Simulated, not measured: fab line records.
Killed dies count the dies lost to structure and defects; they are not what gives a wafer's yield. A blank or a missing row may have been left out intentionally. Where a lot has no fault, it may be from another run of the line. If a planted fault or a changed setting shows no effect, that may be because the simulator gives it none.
fab line records ; flow gf180mcu ; part 2 of 2: steps 27 to 36 of 36
record: lots: 5; wafers: 15; last-day: 33
route steps=602 shown SAB@272 SALICIDE@278 CONTACT@287
lots that met no fault: from a run of the same line without faults
start-h: hours from the record's first day to the start of the lot's first wafer shown ; wait-h: hours elapsed since this lot's preceding step ; " as in the row above ; L1.1+2: a row that stands for several wafers ; - either no value or no given start ; * or withheld: withheld ; < > ~ a bound
route shown NAME@n: names a module that has steps shown in the file, with the first one's number in the route ; usual: mean and standard deviation over wafers with no fault ; same: alike in all rows ; chamber/n: place in a boat ; sites: each site's reading ; _std_site: how widely they spread, as a standard deviation ; _edge_site: the outer-site mean with the inner-site mean subtracted ; radius-mm: how far each site lies from the wafer's centre ; mask NAME#n: copy n ; behind: the most recent tool/chamber to have shaped the wafer ; hold: why the lot was held/for how many hours/how that ended ; device: transistor that didn't switch, given as n, p or np ; end of line: at the end of the route, the tests of the same wafers ; step lacking rows: just its recipe ; killed: the dies lost at the first sort to structure and to defects; this is not the yield of the wafer ; map: the dies of a wafer, with x for killed, . for not killed, _ for no die there
set.NAME: the setting that was run; set.NAME@STEP: the one run at that earlier step ; model.NAME: the simulator's own value behind a step, which no gauge read
lots seen at some steps along the route; tables by step, rows by wafer
services: when a tool's chamber went out of use (start-h, in hours from the record's first day, below 0 if earlier), for how many hours, and the reason
== steps ==
step: GF_CONTACT_EXPOSE_11
recipe: mask-id: Contact; target-cd-nm: 220; na: 0.68; source-shape: conventional; sigma-outer: 0.6; dose-mj: 38
lot.wafer;tool;chamber;start-h;wait-h;mask
L074.1+5+6;krf-scanner-01;0;-;-;Contact#0
L078.1+2+3;krf-scanner-02;0;-;-;Contact#0
L086.2+3+5;krf-scanner-01;0;-;-;Contact#0
L091.1+4+5;krf-scanner-02;0;-;-;Contact#0
L092.1+5+6;krf-scanner-01;0;-;-;Contact#0
step: GF_CONTACT_PEB_12
recipe: peb-temp-c: 135; peb-time-s: 90; resist: KrF
usual: exhaust-pa: 45.1/0.93
lot.wafer;tool;chamber;start-h;wait-h;exhaust-pa
L074.1;litho-track-03;0;-;-;45.7
L074.5;litho-track-03;0;-;-;46.7
L074.6;litho-track-03;0;-;-;45.4
L078.1;litho-track-04;0;-;-;44.2
L078.2;litho-track-04;0;-;-;45.5
L078.3;litho-track-04;0;-;-;44.5
L086.2;litho-track-03;0;-;-;44.4
L086.3;litho-track-03;0;-;-;44.6
L086.5;litho-track-03;0;-;-;44.4
L091.1;litho-track-04;0;-;-;45.2
L091.4;litho-track-04;0;-;-;44.9
L091.5;litho-track-04;0;-;-;45.0
L092.1;litho-track-04;0;-;-;46.3
L092.5;litho-track-04;0;-;-;44.1
L092.6;litho-track-04;0;-;-;46.3
step: GF_CONTACT_DEVELOP_13
recipe: develop-time-s: 60; resist: KrF; dev-temp-c: 21
usual: exhaust-pa: 45.0/0.96
lot.wafer;tool;chamber;start-h;wait-h;exhaust-pa
L074.1;litho-track-03;0;360.14;0.2;43.7
L074.5;litho-track-03;0;360.14;0.2;44.3
L074.6;litho-track-03;0;360.14;0.2;44.3
L078.1;litho-track-04;0;403.40;0.2;46.6
L078.2;litho-track-04;0;403.40;0.2;44.4
L078.3;litho-track-04;0;403.40;0.2;45.4
L086.2;litho-track-03;0;475.66;0.2;45.5
L086.3;litho-track-03;0;475.66;0.2;44.9
L086.5;litho-track-03;0;475.66;0.2;44.0
L091.1;litho-track-04;0;509.95;0.2;43.4
L091.4;litho-track-04;0;509.95;0.2;44.5
L091.5;litho-track-04;0;509.95;0.2;43.0
L092.1;litho-track-04;0;518.90;0.2;45.8
L092.5;litho-track-04;0;518.90;0.2;44.6
L092.6;litho-track-04;0;518.90;0.2;43.0
step: GF_CONTACT_CD_MEAS_14
recipe: target-cd-nm: 220
usual: cd-nm: 220.7/1.9
lot.wafer;tool;chamber;start-h;wait-h;cd-nm
L074.1;cd-sem-02;-;360.29;0.1;217.9
L074.5;cd-sem-02;-;360.29;0.1;215.5
L074.6;cd-sem-02;-;360.29;0.1;216.3
L078.1;cd-sem-01;-;403.55;0.1;222.1
L078.2;cd-sem-01;-;403.55;0.1;221.9
L078.3;cd-sem-01;-;403.55;0.1;221.8
L086.2;cd-sem-02;-;475.81;0.1;222.5
L086.3;cd-sem-02;-;475.81;0.1;223.0
L086.5;cd-sem-02;-;475.81;0.1;221.9
L091.1;cd-sem-01;-;510.10;0.1;224.0
L091.4;cd-sem-01;-;510.10;0.1;223.9
L091.5;cd-sem-01;-;510.10;0.1;222.0
L092.1;cd-sem-02;-;519.05;0.1;223.4
L092.5;cd-sem-02;-;519.05;0.1;222.3
L092.6;cd-sem-02;-;519.05;0.1;223.3
step: GF_CONTACT_OVL_MEAS_15
usual: CONTACT_OVL: -1/6.5
lot.wafer;tool;chamber;start-h;wait-h;CONTACT_OVL[nm]
L074.1;overlay-02;-;360.41;0.1;-10
L074.5;overlay-02;-;360.41;0.1;-5
L074.6;overlay-02;-;360.41;0.1;-6
L078.1;overlay-02;-;403.67;0.1;-12
L078.2;overlay-02;-;403.67;0.1;-4
L078.3;overlay-02;-;403.67;0.1;-11
L086.2;overlay-01;-;475.92;0.1;-3
L086.3;overlay-01;-;475.92;0.1;-4
L086.5;overlay-01;-;475.92;0.1;-5
L091.1;overlay-01;-;510.22;0.1;13
L091.4;overlay-01;-;510.22;0.1;9
L091.5;overlay-01;-;510.22;0.1;9
L092.1;overlay-02;-;519.17;0.1;-3
L092.5;overlay-02;-;519.17;0.1;0
L092.6;overlay-02;-;519.17;0.1;-1
step: GF_CONTACT_ETCH_16
recipe: chemistry: N2/H2; target-depth-a: withheld; overetch-a: withheld; time-s: withheld; target: BARC; ion-energy-ev: 200; source-w: 500; bias-w: 100; pressure-mtorr: 30; n2-flow-sccm: 100; h2-flow-sccm: 200
usual: drypump-motor-current-A: 5.7/0.52; oes-product-au: 0.854/0.0045; throttle-valve-pct: 13.225/0.0088
lot.wafer;tool;chamber;start-h;wait-h;drypump-motor-current-A;oes-product-au;throttle-valve-pct
L074.1;rie-diel-02;2;360.45;0.0;5.1;0.859;13.229
L074.5;rie-diel-02;0;360.45;0.0;5.4;0.857;13.239
L074.6;rie-diel-02;3;360.45;0.0;5.8;0.865;13.238
L078.1;rie-diel-01;2;403.70;0.0;6.6;0.849;13.207
L078.2;rie-diel-01;0;403.70;0.0;6.3;0.855;13.212
L078.3;rie-diel-01;1;403.70;0.0;5.0;0.851;13.225
L086.2;rie-diel-01;2;475.95;0.0;6.6;0.854;13.228
L086.3;rie-diel-01;0;475.95;0.0;6.2;0.850;13.230
L086.5;rie-diel-01;0;475.95;0.0;6.2;0.855;13.228
L091.1;rie-diel-01;3;510.25;0.0;6.3;0.847;13.237
L091.4;rie-diel-01;1;510.25;0.0;5.1;0.855;13.212
L091.5;rie-diel-01;0;510.25;0.0;6.2;0.849;13.217
L092.1;rie-diel-04;3;519.20;0.0;5.2;0.850;13.203
L092.5;rie-diel-04;2;519.20;0.0;5.0;0.851;13.236
L092.6;rie-diel-04;3;519.20;0.0;5.2;0.849;13.223
step: GF_CONTACT_ETCH_17
recipe: chemistry: C4F8/O2/Ar; mask-material: KrF; target: SiO2; stop-on: CoSi2; source-w: 1500; bias-w: 1200; pressure-mtorr: 40; c4f8-flow-sccm: withheld; O2_flow_sccm: 6; Ar_flow_sccm: 300; time-s: withheld; target-depth-a: 8600
usual: oes-product-au: 0.814/0.005
lot.wafer;tool;chamber;start-h;wait-h;oes-product-au
L074.1;rie-diel-02;2;-;-;0.820
L074.5;rie-diel-02;0;-;-;0.807
L074.6;rie-diel-02;3;-;-;0.805
L078.1;rie-diel-01;2;-;-;0.809
L078.2;rie-diel-01;0;-;-;0.807
L078.3;rie-diel-01;1;-;-;0.814
L086.2;rie-diel-01;2;-;-;0.810
L086.3;rie-diel-01;0;-;-;0.818
L086.5;rie-diel-01;0;-;-;0.824
L091.1;rie-diel-01;3;-;-;0.812
L091.4;rie-diel-01;1;-;-;0.819
L091.5;rie-diel-01;0;-;-;0.813
L092.1;rie-diel-04;3;-;-;0.814
L092.5;rie-diel-04;2;-;-;0.808
L092.6;rie-diel-04;3;-;-;0.810
step: GF_CONTACT_STRIP_18
recipe: chemistry: O2/N2; power-w: 1400; pressure-mtorr: 1500; platen-temp-c: 250; o2-flow-sccm: 3000; n2-flow-sccm: 300; overash-fraction: 0.5
usual: drypump-motor-current-A: 5.9/0.57; heater-power-w: 348/25; oes-product-au: 0.579/0.0047; platen-temp-c: 250.01/0.18
lot.wafer;tool;chamber;start-h;wait-h;drypump-motor-current-A;heater-power-w;oes-product-au;platen-temp-c;rf-hours-counter-h
L074.1;plasma-asher-02;1;360.61;-;5.7;328;0.575;250.14;23
L074.5;plasma-asher-02;0;360.61;-;6.8;341;0.580;249.65;-
L074.6;plasma-asher-02;1;360.61;-;5.7;343;0.582;250.12;-
L078.1;plasma-asher-02;0;403.87;-;6.8;333;0.572;250.02;28
L078.2;plasma-asher-02;1;403.87;-;5.6;343;0.582;249.80;28
L078.3;plasma-asher-02;1;403.87;-;5.7;339;0.580;250.19;-
L086.2;plasma-asher-02;0;476.11;-;6.8;337;0.577;249.91;36
L086.3;plasma-asher-02;1;476.11;-;5.7;335;0.575;249.94;-
L086.5;plasma-asher-02;1;476.11;-;5.7;332;0.579;250.24;-
L091.1;plasma-asher-02;1;510.42;-;5.6;340;0.586;250.04;39
L091.4;plasma-asher-02;1;510.42;-;5.7;332;0.586;249.87;-
L091.5;plasma-asher-02;1;510.42;-;5.7;346;0.580;250.03;-
L092.1;plasma-asher-02;1;519.37;-;5.7;325;0.579;250.38;40
L092.5;plasma-asher-02;0;519.37;-;6.9;338;0.572;249.94;-
L092.6;plasma-asher-02;1;519.37;-;5.6;320;0.582;249.94;-
step: GF_CONTACT_CLEAN_19
recipe: chemistry: SPM
lot.wafer;tool;chamber;start-h;wait-h
L074.1+5+6;wet-bench-03;0;360.71;0.1
L078.1+2+3;wet-bench-01;0;403.97;0.1
L086.2+3+5;wet-bench-02;1;476.21;0.1
L091.1+4+5;wet-bench-03;2;510.52;0.1
L092.1+5+6;wet-bench-02;1;519.47;0.1
step: GF_CONTACT_CLEAN_20
recipe: chemistry: DIW
lot.wafer;tool;chamber;start-h;wait-h
L074.1+5+6;wet-bench-02;2;360.81;0.0
L078.1+2+3;wet-bench-02;2;404.06;0.0
L086.2+3+5;wet-bench-01;0;476.30;0.0
L091.1+4+5;wet-bench-03;3;510.62;0.0
L092.1+5+6;wet-bench-03;1;519.56;0.0
== services ==
tool;chamber;start-h;hours;kind
pvd-sputter-01;-;317.05;1.9;repair
cmp-01;-;320.64;3.5;pm
cmp-01;-;328.28;2.0;repair
pecvd-04;-;330.21;2.9;repair
cmp-01;-;341.53;1.7;repair
plasma-asher-04;-;342.24;1.0;repair
hdpcvd-01;2;354.17;19.8;repair
cmp-01;-;356.12;71.9;repair
pvd-sputter-04;-;356.58;1.0;repair
hdpcvd-01;-;361.20;0.6;repair
plasma-asher-04;-;365.88;2.8;pm
rie-diel-02;-;366.46;1.9;repair
rie-diel-02;-;375.28;0.4;repair
rie-diel-01;-;410.62;0.6;repair
krf-scanner-01;-;421.92;0.8;pm
cmp-01;-;427.98;4.0;pm
krf-scanner-01;-;429.32;1.0;pm
plasma-asher-02;-;444.09;0.9;repair
hdpcvd-01;1;447.13;19.9;repair
rie-diel-01;0;456.40;12.6;repair
hdpcvd-01;0;459.65;10.3;repair
krf-scanner-01;-;484.42;1.3;pm
rie-diel-01;-;491.54;0.3;repair
krf-scanner-01;-;493.87;7.2;pm
